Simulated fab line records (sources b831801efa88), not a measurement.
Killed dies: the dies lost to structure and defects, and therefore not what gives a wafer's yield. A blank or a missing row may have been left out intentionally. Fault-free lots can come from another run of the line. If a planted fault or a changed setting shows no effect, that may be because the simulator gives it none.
fab line records    flow sky130
record: lots: 5  wafers: 13  last-day: 51
route steps=708 shown VIA1@473 METAL2@483
lots untouched by any fault: they come from a run of this same line in which no faults occurred
start-h: hours from the record's first day to the start of the lot's first wafer shown    wait-h: hours since the lot's step before    " identical to the entry in the row above    L1.1+2: one row covering several wafers at once    - no value present, or no start provided    * or withheld: withheld    < > ~ a bound
route shown NAME@n: NAME is a module with steps in the file, n the number in the route of the first one    usual: the fault-free wafers' mean and standard deviation    same: alike in all rows    chamber/n: place in a boat    sites: each site's reading    _std_site: their standard deviation    _edge_site: the outer-site mean with the inner-site mean subtracted    radius-mm: for every site, how far away it sits from the centre of the wafer    mask NAME#n: copy n    behind: the last tool/chamber to shape the wafer    hold: cause of the lot's hold/its duration in hours/its outcome    device: transistor that didn't switch, given as n, p or np    end of line: tests run on the same wafers once the route is complete    step lacking rows: just its recipe    killed: at the first sort, the dies lost to defects and structure; wafer yield is something else    map: per-die view of a wafer (x killed, . not killed, _ where there is no die)
set.NAME: the setting the step ran with; set.NAME@STEP: the setting that earlier step ran with    model.NAME: the simulator's own value behind a step, which no gauge read
lots at selected steps of the route; one table per step, one row per wafer
services: a tool's chamber out of use, with start hour (start-h, from the record's first day; less than 0 if before it), hours out, and reason
== steps ==
step: SKY_VIA1_ETCH_15
recipe: target: SiO2  chemistry: C4F8/O2/Ar  target-depth-nm: 351  stop-on: TiN  mask-material: KrF-thick  source-w: 1500  bias-w: 1200  pressure-mtorr: 40  c4f8-flow-sccm: withheld  O2_flow_sccm: 6  Ar_flow_sccm: 300  time-s: 54
usual: bias-w: 1200/3.2  oes-product-au: 0.982/0.0067
lot.wafer  tool         chamber  start-h  wait-h  bias-w  oes-product-au  rf-hours-counter-h
L937.1     rie-diel-03  2        916.92   0.0     1200    0.973           5
L937.2     "            3        "        "       1198    0.977           9
L937.6     "            2        "        "       1203    0.973           -
L939.1     rie-diel-03  2        931.47   0.0     1204    0.982           5
L939.2     "            0        "        "       1199    0.996           5
L939.6     "            0        "        "       1199    0.979           -
L944.5     rie-diel-01  3        963.70   0.0     1194    0.985           -
L945.2     rie-diel-04  0        967.06   0.0     1202    0.981           15
L945.3     "            1        "        "       1204    0.965           15
L945.5     "            2        "        "       1201    0.982           -
L946.2     rie-diel-03  1        980.76   0.0     1200    0.992           1
L946.5     "            2        "        "       1199    0.980           -
L946.6     "            3        "        "       1201    0.991           -
step: SKY_VIA1_STRIP_16
recipe: chemistry: O2/N2  power-w: 1400  pressure-mtorr: 1500  platen-temp-c: withheld  o2-flow-sccm: 3000  n2-flow-sccm: 300  overash-fraction: 0.5
step: SKY_VIA1_STRIP_17
recipe: chemistry: post-etch-residue-remover  time-s: 1200  temp-c: 72.5
step: SKY_VIA1_CLEAN_18
recipe: chemistry: IPA  time-s: 180  temp-c: 25
step: SKY_VIA1_CLEAN_19
recipe: chemistry: O3/DIW  dry: n2-spin
step: SKY_VIA1_SPUTTER_20
recipe: material: TiN  target-thk-nm: 20  chamber-pressure-pa: 5  power-w: 4000  time-s: 80
usual: throttle-valve-pct: 30.3/1
lot.wafer  tool            chamber  start-h  wait-h  throttle-valve-pct
L937.1     pvd-sputter-02  -        917.56   0.0     28.4
L937.2     "               -        "        "       31.6
L937.6     "               -        "        "       31.1
L939.1     pvd-sputter-02  -        932.11   0.0     28.3
L939.2     "               -        "        "       31.5
L939.6     "               -        "        "       28.4
L944.5     pvd-sputter-04  -        964.37   0.0     30.7
L945.2     pvd-sputter-04  -        967.76   0.0     29.1
L945.3     "               -        "        "       30.5
L945.5     "               -        "        "       30.1
L946.2     pvd-sputter-04  -        981.41   0.0     30.3
L946.5     "               -        "        "       29.7
L946.6     "               -        "        "       30.3
step: SKY_VIA1_CVD_21
recipe: material: W  target-thk-nm: 270  time-s: 80.902  temp-c: 400  pressure-torr: 40
step: SKY_VIA1_RS_MEAS_22
recipe: thk-meas-gauge: four-point-probe  reads: W_of_VIA1_CVD_21+TiN_of_VIA1_SPUTTER_20
usual: VIA1_W_RS: 0.424/0.0069
lot.wafer  tool           chamber  start-h  wait-h  VIA1_W_RS[ohm/sq]
L937.1     film-metro-02  -        917.71   0.1     0.424
L937.2     "              -        "        "       0.413
L937.6     "              -        "        "       0.411
L939.1     film-metro-02  -        932.26   0.1     0.429
L939.2     "              -        "        "       0.416
L939.6     "              -        "        "       0.429
L944.5     film-metro-02  -        964.58   0.1     0.432
L945.2     film-metro-02  -        967.93   0.1     0.425
L945.3     "              -        "        "       0.429
L945.5     "              -        "        "       0.428
L946.2     film-metro-02  -        981.60   0.1     0.429
L946.5     "              -        "        "       0.423
L946.6     "              -        "        "       0.430
step: SKY_VIA1_THK_MEAS_23
recipe: thk-meas-gauge: xrf  reads: W_of_VIA1_CVD_21
usual: VIA1_W_THK: 278/4.4
lot.wafer  tool           chamber  start-h  wait-h  VIA1_W_THK[nm]
L937.1     film-metro-02  -        917.83   0.1     279
L937.2     "              -        "        "       287
L937.6     "              -        "        "       288
L939.1     film-metro-02  -        932.38   0.1     276
L939.2     "              -        "        "       284
L939.6     "              -        "        "       277
L944.5     film-metro-02  -        964.66   0.1     275
L945.2     film-metro-02  -        968.04   0.1     276
L945.3     "              -        "        "       276
L945.5     "              -        "        "       276
L946.2     film-metro-02  -        981.71   0.1     278
L946.5     "              -        "        "       279
L946.6     "              -        "        "       274
step: SKY_VIA1_CMP_24
recipe: stop-on: SiO2  t-overpolish-s: 15  down-force-psi: 3.5  platen-rpm: 60  target-thk-nm: 0  pad-velocity-m-s: 0.94248
step: SKY_METAL2_SPUTTER_00
recipe: material: Ti  target-thk-nm: 15  power-w: 3000  time-s: 10  chamber-pressure-pa: 0.4
usual: throttle-valve-pct: 30.0/0.82
lot.wafer  tool            chamber  start-h  wait-h  throttle-valve-pct
L937.1     pvd-sputter-04  -        918.19   0.2     30.4
L937.2     "               -        "        "       29.3
L937.6     "               -        "        "       30.5
L939.1     pvd-sputter-01  -        932.74   0.2     31.2
L939.2     "               -        "        "       29.6
L939.6     "               -        "        "       30.8
L944.5     pvd-sputter-01  -        964.99   0.1     31.3
L945.2     pvd-sputter-04  -        968.39   0.2     30.0
L945.3     "               -        "        "       29.3
L945.5     "               -        "        "       29.2
L946.2     pvd-sputter-03  -        982.06   0.1     28.8
L946.5     "               -        "        "       29.9
L946.6     "               -        "        "       29.4
step: SKY_METAL2_SPUTTER_01
recipe: material: TiN  target-thk-nm: 20  power-w: 6500  time-s: 16.7  chamber-pressure-pa: 0.4
usual: throttle-valve-pct: 30.0/0.83
lot.wafer  tool            chamber  start-h  wait-h  throttle-valve-pct
L937.1     pvd-sputter-04  -        918.21   0.0     30.3
L937.2     "               -        "        "       29.2
L937.6     "               -        "        "       30.5
L939.1     pvd-sputter-01  -        932.76   0.0     31.0
L939.2     "               -        "        "       29.5
L939.6     "               -        "        "       30.9
L944.5     pvd-sputter-01  -        965.01   0.0     31.3
L945.2     pvd-sputter-04  -        968.41   0.0     30.1
L945.3     "               -        "        "       29.4
L945.5     "               -        "        "       29.2
L946.2     pvd-sputter-03  -        982.08   0.0     28.7
L946.5     "               -        "        "       29.9
L946.6     "               -        "        "       29.6
step: SKY_METAL2_SPUTTER_02
recipe: material: AlCu  target-thk-nm: 250  power-w: 10600  time-s: 13.3  chamber-pressure-pa: 0.4
usual: throttle-valve-pct: 30.0/0.84
lot.wafer  tool            chamber  start-h  wait-h  throttle-valve-pct  model.AlCu_of_METAL2_SPUTTER_02.thk-nm
L937.1     pvd-sputter-04  -        918.24   0.0     30.5                251.7
L937.2     "               -        "        "       29.2                246.1
L937.6     "               -        "        "       30.6                250.2
L939.1     pvd-sputter-01  -        932.79   0.0     31.1                243.8
L939.2     "               -        "        "       29.9                241.1
L939.6     "               -        "        "       31.0                244.8
L944.5     pvd-sputter-01  -        965.04   0.0     31.1                406.4
L945.2     pvd-sputter-04  -        968.44   0.0     30.4                254.6
L945.3     "               -        "        "       29.5                252.4
L945.5     "               -        "        "       29.3                249.6
L946.2     pvd-sputter-03  -        982.11   0.0     28.6                246.6
L946.5     "               -        "        "       29.9                252.5
L946.6     "               -        "        "       29.4                248.3
step: SKY_METAL2_SPUTTER_03
recipe: material: Ti  target-thk-nm: 5  power-w: 3000  time-s: 3.3  chamber-pressure-pa: 0.4
step: SKY_METAL2_SPUTTER_04
recipe: material: TiN  target-thk-nm: 70  power-w: 6500  time-s: 58.3  chamber-pressure-pa: 0.4
step: SKY_METAL2_RS_MEAS_05
recipe: thk-meas-gauge: four-point-probe  reads: TiN_of_METAL2_SPUTTER_04+Ti_of_METAL2_SPUTTER_03+AlCu_of_METAL2_SPUTTER_02+TiN_of_METAL2_SPUTTER_01+Ti_of_METAL2_SPUTTER_00
usual: METAL2_ALCU_RS: 0.1275/0.002
lot.wafer  tool           chamber  start-h  wait-h  METAL2_ALCU_RS[ohm/sq]
L937.1     film-metro-04  -        918.33   0.0     0.1258
L937.2     "              -        "        "       0.1286
L937.6     "              -        "        "       0.1265
L939.1     film-metro-04  -        932.88   0.0     0.1302
L939.2     "              -        "        "       0.1315
L939.6     "              -        "        "       0.1295
L944.5     film-metro-02  -        965.20   0.1     0.0771
L945.2     film-metro-03  -        968.55   0.0     0.1247
L945.3     "              -        "        "       0.1254
L945.5     "              -        "        "       0.1274
L946.2     film-metro-03  -        982.22   0.0     0.1289
L946.5     "              -        "        "       0.1258
L946.6     "              -        "        "       0.1278
step: SKY_METAL2_THK_MEAS_06
recipe: thk-meas-gauge: xrf  reads: AlCu_of_METAL2_SPUTTER_02
usual: METAL2_ALCU_THK: 250/4.1
lot.wafer  tool           chamber  start-h  wait-h  METAL2_ALCU_THK[nm]
L937.1     film-metro-04  -        918.45   0.1     251
L937.2     "              -        "        "       247
L937.6     "              -        "        "       251
L939.1     film-metro-04  -        933.00   0.1     244
L939.2     "              -        "        "       243
L939.6     "              -        "        "       244
L944.5     film-metro-02  -        965.28   0.1     405
L945.2     film-metro-03  -        968.66   0.1     257
L945.3     "              -        "        "       254
L945.5     "              -        "        "       251
L946.2     film-metro-03  -        982.33   0.1     249
L946.5     "              -        "        "       255
L946.6     "              -        "        "       249
step: SKY_METAL2_DEHYDRATE_07
recipe: temp-c: 200  time-s: 60
step: SKY_METAL2_HMDS_08
recipe: prime-time-s: 60  prime-temp-c: 120
step: SKY_METAL2_COAT_09
recipe: resist: BARC  temp-c: withheld  time-s: withheld  spin-rpm: 3000  resist-thk-nm: 60
step: SKY_METAL2_COAT_10
recipe: resist: KrF-thick  spin-rpm: 3000  resist-thk-nm: 450
step: SKY_METAL2_SOFTBAKE_11
recipe: temp-c: 100  time-s: 90  resist: KrF-thick
step: SKY_METAL2_EXPOSE_12
recipe: mask-id: MM2  na: 0.8  source-shape: annular  sigma-inner: 0.55  sigma-outer: 0.85  target-cd-nm: 140  dose-mj: 28
step: SKY_METAL2_PEB_13
recipe: peb-temp-c: withheld  peb-time-s: withheld  resist: KrF-thick
step: SKY_METAL2_DEVELOP_14
recipe: develop-time-s: 60  resist: KrF-thick  dev-temp-c: 21
step: SKY_METAL2_CD_MEAS_15
recipe: target-cd-nm: 140
usual: cd-nm: 140.4/1.6
lot.wafer  tool       chamber  start-h  wait-h  cd-nm
L937.1     cd-sem-01  -        943.63   -       143.7
L937.2     "          -        "        "       143.5
L937.6     "          -        "        "       142.5
L939.1     cd-sem-02  -        958.03   -       139.4
L939.2     "          -        "        "       139.7
L939.6     "          -        "        "       137.5
L944.5     cd-sem-02  -        990.01   -       141.9
L945.2     cd-sem-01  -        992.70   -       137.2
L945.3     "          -        "        "       138.5
L945.5     "          -        "        "       136.4
L946.2     cd-sem-01  -        1005.95  -       141.0
L946.5     "          -        "        "       139.7
L946.6     "          -        "        "       140.5
step: SKY_METAL2_OVL_MEAS_16
usual: METAL2_OVL: -2/6.1
lot.wafer  tool        chamber  start-h  wait-h  METAL2_OVL[nm]
L937.1     overlay-01  -        943.75   0.1     -4
L937.2     "           -        "        "       6
L937.6     "           -        "        "       5
L939.1     overlay-02  -        958.15   0.1     -4
L939.2     "           -        "        "       -14
L939.6     "           -        "        "       6
L944.5     overlay-02  -        990.08   0.0     -10
L945.2     overlay-02  -        992.81   0.1     3
L945.3     "           -        "        "       19
L945.5     "           -        "        "       15
L946.2     overlay-02  -        1006.06  0.1     2
L946.5     "           -        "        "       5
L946.6     "           -        "        "       0
step: SKY_METAL2_DESCUM_17
recipe: chemistry: O2  source-power-w: 150  bias-power-w: 0  pressure-mtorr: 10  temp-c: 40  time-s: 8
usual: drypump-motor-current-A: 5.48/0.27  oes-product-au: 1.001/0.016  temp-c: 40.00/0.12
lot.wafer  tool          chamber  start-h  wait-h  drypump-motor-current-A  oes-product-au  rf-hours-counter-h  temp-c
L937.1     rie-metal-02  1        943.79   0.0     5.73                     1.016           14                  40.13
L937.2     "             0        "        "       5.25                     1.010           7                   39.89
L937.6     "             0        "        "       5.24                     1.009           -                   39.86
L939.1     rie-metal-01  0        958.19   0.0     5.75                     0.977           11                  39.97
L939.2     "             1        "        "       5.26                     0.989           19                  39.97
L939.6     "             1        "        "       5.25                     0.975           -                   39.99
L944.5     rie-metal-01  0        990.11   0.0     5.75                     0.981           -                   39.98
L945.2     rie-metal-02  1        992.84   0.0     5.69                     1.013           17                  40.23
L945.3     "             1        "        "       5.69                     1.011           -                   39.95
L945.5     "             0        "        "       5.21                     1.018           -                   39.92
L946.2     rie-metal-01  0        1006.09  0.0     5.71                     0.989           14                  39.89
L946.5     "             1        "        "       5.28                     0.983           -                   40.00
L946.6     "             0        "        "       5.72                     0.982           -                   39.97
step: SKY_METAL2_ETCH_18
recipe: chemistry: N2/H2  target: BARC  ion-energy-ev: 200  bias-w: 100  pressure-mtorr: 30  n2-flow-sccm: 100  h2-flow-sccm: 200  icp-w: 500  stop-on: SiO2  time-s: 45.9  target-depth-a: 600
step: SKY_METAL2_METAL_ETCH_19
recipe: target-depth-a: 3600  stop-on: SiO2  over-etch-frac: 0.3  time-s: 78  chemistry: Cl2/BCl3  resist-sidewall-deg: 88  pressure-mtorr: 10  icp-w: 900  bias-w: 48.5  Cl2_flow_sccm: 60  bcl3-flow-sccm: 30
usual: bias-w: 48.51/0.15  drypump-motor-current-A: 5.48/0.27  oes-product-au: 0.854/0.0066  throttle-valve-pct: 22.264/0.009
lot.wafer  tool          chamber  start-h  wait-h  bias-w  drypump-motor-current-A  oes-product-au  rf-hours-counter-h  throttle-valve-pct
L937.1     rie-metal-02  1        943.88   0.0     48.41   5.72                     0.854           14                  22.261
L937.2     "             0        "        "       48.46   5.23                     0.861           7                   22.277
L937.6     "             0        "        "       48.39   5.22                     0.863           -                   22.268
L939.1     rie-metal-01  0        958.28   0.0     48.38   5.73                     0.838           12                  22.270
L939.2     "             1        "        "       48.60   5.28                     0.844           19                  22.267
L939.6     "             1        "        "       48.39   5.26                     0.843           -                   22.268
L944.5     rie-metal-01  0        990.24   0.1     48.48   5.73                     0.980           -                   22.252
L945.2     rie-metal-02  1        992.93   0.0     48.45   5.73                     0.857           17                  22.260
L945.3     "             1        "        "       48.46   5.70                     0.861           -                   22.270
L945.5     "             0        "        "       48.66   5.24                     0.858           -                   22.265
L946.2     rie-metal-01  0        1006.18  0.0     48.43   5.75                     0.853           14                  22.255
L946.5     "             1        "        "       48.47   5.27                     0.861           -                   22.254
L946.6     "             0        "        "       48.57   5.73                     0.851           -                   22.266
step: SKY_METAL2_STRIP_20
recipe: chemistry: O2/N2  power-w: 1400  pressure-mtorr: 1500  platen-temp-c: withheld  o2-flow-sccm: 3000  n2-flow-sccm: 300  overash-fraction: 0.5
== services ==
tool            chamber  start-h  hours  kind
rie-metal-02    1        896.19   13.8   repair
rie-diel-03     0        896.43   10.0   repair
rie-metal-01    -        896.53   1.4    pm
rie-diel-01     -        900.33   1.5    repair
pvd-sputter-04  -        908.70   1.4    repair
pvd-sputter-03  -        911.46   1.9    repair
pvd-sputter-04  -        911.85   1.4    repair
rie-diel-03     1        912.49   -      clean
rie-diel-03     1        912.49   29.7   scheduled-down
rie-diel-01     3        920.05   29.3   repair
rie-diel-04     3        920.42   4.7    repair
rie-diel-04     2        922.62   1.8    repair
rie-diel-03     0        936.03   8.2    repair
rie-diel-01     0        937.33   6.2    repair
rie-diel-01     -        938.98   0.9    repair
rie-diel-04     3        943.15   21.8   repair
pvd-sputter-02  -        956.80   4.2    repair
rie-diel-03     -        965.00   2.8    pm
rie-diel-04     3        965.27   2.7    repair
rie-diel-01     0        980.83   11.2   repair
pvd-sputter-01  0        986.20   -      consumable-replace:kit
pvd-sputter-01  0        986.20   18.0   scheduled-down
pvd-sputter-01  0        986.20   18.0   vent-cycle
rie-diel-03     1        992.95   4.3    repair
== key ==
first-sign: step: SKY_METAL2_RS_MEAS_05  reading: METAL2_ALCU_RS  direction: down  sigmas: 25  usual: 0.1275  struck: 0.0771
effect: step: SKY_METAL2_THK_MEAS_06  reading: METAL2_ALCU_THK  direction: up  sigmas: 38  usual: 250  struck: 405
effect: step: SKY_METAL2_METAL_ETCH_19  reading: oes-product-au  direction: up  sigmas: 19  usual: 0.854  struck: 0.980
model-effect: step: SKY_METAL2_SPUTTER_02  value: AlCu_of_METAL2_SPUTTER_02.thk-nm  without: 247  struck: 406.4
met-at SKY_METAL2_SPUTTER_02
struck-wafers L944.5
later-rows-left-out L944.5
sort-left-out L944.5
tester-left-out L944
onset-between 932.79 965.04
also-fits SKY_VIA1_ETCH_15:rie-diel-01,SKY_METAL2_SPUTTER_00:pvd-sputter-01,SKY_METAL2_SPUTTER_01:pvd-sputter-01
earlier-fault: kind: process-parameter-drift  tool: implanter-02  chamber: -  onset-h: 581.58  steps: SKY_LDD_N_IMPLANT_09  channel: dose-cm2  offset: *  shape: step  end-h: 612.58  acts-in: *  stated: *
fault: kind: process-parameter-drift  tool: pvd-sputter-01  chamber: -  onset-h: 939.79  steps: SKY_METAL2_SPUTTER_02  channel: target-thk-nm  offset: 159.36  shape: step  end-h: 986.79  acts-in: these-recipes-only  stated: 250  scope: struck-wafers-only
tester-left-out: of these lots the tester's yield and bins aren't shown, on N5 and GAA mostly nor the transistor test; their killed dies are dies lost to structure and defects alone, not to doping, threshold or leakage, so they don't give the yield
sort-left-out: the simulated sort isn't trusted on such a fault, so these wafers' sort isn't shown, and their yield isn't known
later-rows-left-out: the simulator's readings of these wafers behind a module that went badly wrong aren't trusted and aren't shown, but for the sort
